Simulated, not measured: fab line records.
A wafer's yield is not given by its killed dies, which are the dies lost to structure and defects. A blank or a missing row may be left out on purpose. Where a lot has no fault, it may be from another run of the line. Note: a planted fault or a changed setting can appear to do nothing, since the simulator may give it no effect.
The tool behind it: which one? | flow gf180mcu | 11 lots, 33 wafers sampled, at 7 steps of a route of 602

== WHAT THE GAUGES SHOWED, per wafer ==
GF_V5_THK_MEAS_03.
lot  | measured     | on            | V5_CVD_02_THK (nm)
L851 | day 27 02:49 | film-metro-02 | 1455 1472 1484
L853 | day 27 17:12 | film-metro-04 | 1435 1446 1448
L854 | day 28 03:23 | film-metro-04 | 1384 1432 1470
L855 | day 28 03:56 | film-metro-04 | 1468 1480 1504
L857 | day 28 18:58 | film-metro-02 | 1447 1443 1468
L861 | day 30 03:58 | film-metro-04 | 1428 1406 1438
L863 | day 30 16:43 | film-metro-02 | 1448 1442 1451
L864 | day 30 21:16 | film-metro-03 | 1477 1516 1487
L865 | day 31 01:02 | film-metro-03 | 1431 1434 1460
L868 | day 31 22:49 | film-metro-02 | 1439 1454 1453
L870 | day 32 09:58 | film-metro-04 | 1427 1436 1424

GF_V5_RS_MEAS_24: a four-point-probe measurement.
lot  | measured     | on            | V5_W_RS (ohm/sq)
L851 | day 28 00:29 | film-metro-04 | 0.329 0.327 0.334
L853 | day 28 14:22 | film-metro-02 | 0.330 0.321 0.324
L854 | day 28 23:41 | film-metro-02 | 0.331 0.325 0.332
L855 | day 29 00:34 | film-metro-04 | 0.328 0.330 0.329
L857 | day 29 15:05 | film-metro-04 | 0.323 0.318 0.324
L861 | day 31 00:20 | film-metro-04 | 0.334 0.332 0.330
L863 | day 31 11:14 | film-metro-03 | 0.326 0.332 0.324
L864 | day 31 16:17 | film-metro-03 | 0.328 0.327 0.332
L865 | day 31 19:19 | film-metro-02 | 0.329 0.331 0.332
L868 | day 32 17:31 | film-metro-03 | 0.167 0.323 0.167
L870 | day 33 03:26 | film-metro-04 | 0.325 0.326 0.323

GF_V5_THK_MEAS_25: measures by xrf.
lot  | measured     | on            | V5_W_THK (nm)
L851 | day 28 00:37 | film-metro-04 | 345 352 344
L853 | day 28 14:28 | film-metro-02 | 336 345 343
L854 | day 28 23:48 | film-metro-02 | 335 340 336
L855 | day 29 00:40 | film-metro-04 | 348 344 348
L857 | day 29 15:12 | film-metro-04 | 352 358 351
L861 | day 31 00:28 | film-metro-04 | 342 345 346
L863 | day 31 11:22 | film-metro-03 | 343 340 343
L864 | day 31 16:23 | film-metro-03 | 341 345 338
L865 | day 31 19:25 | film-metro-02 | 339 338 336
L868 | day 32 17:38 | film-metro-03 | - 351 -
L870 | day 33 03:34 | film-metro-04 | 352 351 354

GF_TOP_METAL_THK_MEAS_06: measures by xrf.
lot  | measured     | on            | TOP_METAL_ALCU_THK (nm)
L851 | day 28 01:19 | film-metro-01 | 922 902 920
L853 | day 28 15:11 | film-metro-03 | 902 895 899
L854 | day 29 00:30 | film-metro-03 | 934 901 912
L855 | day 29 01:22 | film-metro-02 | 907 907 899
L857 | day 29 16:02 | film-metro-02 | 878 901 870
L861 | day 31 01:11 | film-metro-02 | 899 911 890
L863 | day 31 12:04 | film-metro-01 | 884 891 892
L864 | day 31 17:05 | film-metro-03 | 916 902 920
L865 | day 31 20:07 | film-metro-03 | 915 890 914
L868 | day 32 18:20 | film-metro-02 | 907 916 905
L870 | day 33 04:16 | film-metro-03 | 900 885 903

== WHAT TOOL EACH LOT RAN ON (gives the tool, then ch and the chambers of the sampled wafers, and finally the start) ==
lot  | GF_V5_CVD_23                  | GF_V5_CMP_26                  | GF_TOP_METAL_SPUTTER_04
L851 | cvd-w-02 ch 0,1, day 28 00:22 | cmp-02 ch 0,2,3, day 28 00:46 | pvd-sputter-02, day 28 01:10
L853 | cvd-w-01 ch 0,1, day 28 14:16 | cmp-01 ch 1,2, day 28 14:31   | pvd-sputter-01, day 28 15:01
L854 | cvd-w-01 ch 0,1, day 28 23:34 | cmp-02 ch 0,1, day 28 23:52   | pvd-sputter-02, day 29 00:21
L855 | cvd-w-02 ch 0,1, day 29 00:28 | cmp-01 ch 0,3, day 29 00:46   | pvd-sputter-03, day 29 01:13
L857 | cvd-w-01 ch 0, day 29 14:58   | cmp-01 ch 0,1, day 29 15:23   | pvd-sputter-01, day 29 15:53
L861 | cvd-w-01 ch 1, day 31 00:07   | cmp-02 ch 0,1,2, day 31 00:31 | pvd-sputter-02, day 31 01:01
L863 | cvd-w-02 ch 0,1, day 31 11:08 | cmp-01 ch 0,1,2, day 31 11:25 | pvd-sputter-03, day 31 11:55
L864 | cvd-w-01 ch 0,1, day 31 16:08 | cmp-01 ch 2,3, day 31 16:29   | pvd-sputter-02, day 31 16:56
L865 | cvd-w-02 ch 0,1, day 31 19:13 | cmp-02 ch 0,2,3, day 31 19:31 | pvd-sputter-01, day 31 19:58
L868 | cvd-w-01 ch 0,1, day 32 17:24 | cmp-01 ch 0,1,2, day 32 17:42 | pvd-sputter-03, day 32 18:11
L870 | cvd-w-02 ch 0,1, day 33 03:20 | cmp-01 ch 0,1,3, day 33 03:37 | pvd-sputter-03, day 33 04:07
- GF_V5_CVD_23: deposits W, target thk 350 nm, time 104.9 s.
- GF_V5_CMP_26: polishes, stops on SiO2, t overpolish 15 s, target thk 0 nm.
- GF_TOP_METAL_SPUTTER_04: material TiN, target thk 25 nm, time 20.8 s.

== WHAT THE TOOLS THEMSELVES READ (means of the sampled wafers that have a number; where no wafer has one, the mark that the record gives instead) ==
GF_V5_CVD_23.
lot  | tool     | heater-power-w (W)
L851 | cvd-w-02 | 934
L853 | cvd-w-01 | 795
L854 | cvd-w-01 | 828
L855 | cvd-w-02 | 927
L857 | cvd-w-01 | 763
L861 | cvd-w-01 | 879
L863 | cvd-w-02 | 936
L864 | cvd-w-01 | 824
L865 | cvd-w-02 | 938
L868 | cvd-w-01 | 796
L870 | cvd-w-02 | 934

GF_V5_CMP_26.
lot  | tool   | edge-zone-pressure-frac | motor-current-A (A) | time-to-endpoint-s (s)
L851 | cmp-02 | 1.000                   | 11.7                | 84
L853 | cmp-01 | 1.002                   | 10.3                | 89
L854 | cmp-02 | 0.998                   | 11.4                | 86
L855 | cmp-01 | 1.002                   | 12.4                | 90
L857 | cmp-01 | 0.998                   | 12.1                | 85
L861 | cmp-02 | 1.000                   | 11.2                | 85
L863 | cmp-01 | 0.998                   | 11.3                | 86
L864 | cmp-01 | 0.999                   | 11.0                | 91
L865 | cmp-02 | 1.004                   | 11.8                | 89
L868 | cmp-01 | 1.002                   | 11.0                | 138
L870 | cmp-01 | 1.003                   | 12.4                | 89

GF_TOP_METAL_SPUTTER_04.
lot  | tool           | throttle-valve-pct (%)
L851 | pvd-sputter-02 | 29.8
L853 | pvd-sputter-01 | 30.8
L854 | pvd-sputter-02 | 30.0
L855 | pvd-sputter-03 | 28.0
L857 | pvd-sputter-01 | 30.0
L861 | pvd-sputter-02 | 30.2
L863 | pvd-sputter-03 | 29.7
L864 | pvd-sputter-02 | 29.4
L865 | pvd-sputter-01 | 30.0
L868 | pvd-sputter-03 | 29.4
L870 | pvd-sputter-03 | 29.7

== THE ANSWER, worked out from the rows above alone ==
Rule: the lots themselves supply what counts as usual. Put in order of their means at a reading, lots are off if they are a third of the lots or fewer, leave a main group of 4 or more, and stand apart from it by a gap of 3 or more times the standard deviation of the main group's means; of several such gaps the widest counts. A main group whose means are all the same, to the digits that the tables above print for the reading, isn't used. Also off: a lot with no number at a reading for which 4 or more lots have one. Where the step has rows for the other lots, those lots are counted as sound. Order of review: gauges by route order, followed by the tools' own readings, for which a lot's mean as printed above is used. At the first step where some lot is off, the reading lying furthest off is the one used; lots without a number count as furthest.
Off: L868, seen at GF_V5_RS_MEAS_24 (V5_W_RS). For the main group the mean is 0.328 ohm/sq and the standard deviation 0.003.
If a tool, at a process step before that reading, ran all the lots that are off and no sound lot after the first of them, it fits. Not tried: the gauges at GF_V5_RS_MEAS_24; whatever is off there is also off at GF_V5_CMP_26, on other tools, and gauge error can't account for it. One fits: cvd-w-01 at GF_V5_CVD_23. Its last sound lot is L864 (day 31 16:08), its first lot that is off L868 (day 32 17:24): a fault that began between those two fits.

== WHAT HAD BEEN PUT IN BY THE SIMULATOR ==
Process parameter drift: cvd-w-01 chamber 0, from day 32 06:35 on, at GF_V5_CVD_23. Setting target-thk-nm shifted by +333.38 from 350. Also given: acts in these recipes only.
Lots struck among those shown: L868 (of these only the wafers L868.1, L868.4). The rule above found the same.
